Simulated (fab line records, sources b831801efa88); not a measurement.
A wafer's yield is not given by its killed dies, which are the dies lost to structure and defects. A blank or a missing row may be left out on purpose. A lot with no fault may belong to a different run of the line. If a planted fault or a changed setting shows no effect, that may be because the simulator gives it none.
Problem report, 8D (eight disciplines) form, completed by code | flow gf180mcu | the parts of the form that need people (team, actions taken, sign-off) are left out

1. WHAT IS WRONG
At GF_M1_METAL_ETCH_16, run-length-s averages 136.1 s over 2 wafers from 2 lots, while fault-free wafers read 132.8 s, standard deviation 0.41. Measured from the usual mean, that is +8.0 standard deviations.
The step: etches the open film in Cl2/BCl3, stops on SiO2, target depth 627.5 nm, time 104.6 s.
Earliest sighting: wafer L330.6 on rie-metal-01 at day 23 08:58. At this step, 16 wafers from 6 lots have a number in the record. The rule behind "out" and "out of limits": a value lying over 4 standard deviations away from the usual mean. Any other wafer with a number is counted as sound.

2. WHAT IT IS AND WHAT IT IS NOT
question                    | is                | is not
which readings at this step | run-length-s      | drypump-motor-current-A, throttle-valve-pct
which lots                  | L330, L332        | L313, L319, L334, L335
which wafers of those lots  | L330.6, L332.6    | L330.2, L332.4
read on which tools         | rie-metal-01      | rie-metal-02, rie-metal-03
when                        | from day 23 08:58 | up to then (7 sound wafers); but 7 sound wafers of L332, L334, L335 came after

3. SUSPECTS, AND WHAT RULES EACH OUT
Counting: any tool at a process step up to the reading remains a suspect provided it ran every lot that is out. Sound lots after the first of them don't rule it out here, since some wafers of a struck lot are sound.
- pvd-sputter-03 at GF_M1_SPUTTER_04 (material TiN, target thk 50 nm, time 41.7 s): kept. It ran every lot that is out, first L330 (day 22 09:41).
- rie-metal-01 at GF_M1_METAL_ETCH_16 (etches the open film in Cl2/BCl3, stops on SiO2, target depth 627.5 nm, time 104.6 s): kept. Every lot that is out went through it, the first being L330 (day 23 08:58); the last sound lot it ran before that was L319 (day 19 05:49). Its own run-length-s readings are out on those wafers.
The count leaves rie-metal-01 at GF_M1_METAL_ETCH_16 and pvd-sputter-03 at GF_M1_SPUTTER_04.

4. THE CAUSE (what the simulator had put in)
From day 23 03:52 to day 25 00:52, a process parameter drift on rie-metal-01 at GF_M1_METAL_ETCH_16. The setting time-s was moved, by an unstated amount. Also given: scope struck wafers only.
After counting, 2 suspects remain, this tool included.

5. THE CHAIN OF EFFECTS, in route order
Rows list readings where the struck wafers' mean (over those with a number) sits beyond 3 standard deviations from the usual. Only readings for which the record gives a usual standard deviation are gone through. hours: the time from each lot's start at the first step in this table that gives one to its start at this step, as a median over the lots. sigmas: the change in usual standard deviations.
hours | step                | reading      | usual   | on struck wafers | change | sigmas
0     | GF_M1_METAL_ETCH_16 | run-length-s | 132.8 s | 136.1            | +3.3   | +8.0
Process steps it contains:
- GF_M1_METAL_ETCH_16: etches the open film in Cl2/BCl3, stops on SiO2, target depth 627.5 nm, time 104.6 s.

6. WHAT WOULD HAVE CAUGHT IT SOONER
In this record the first reading out of limits was taken at day 23 08:58, 5 hours after the fault began at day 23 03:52.
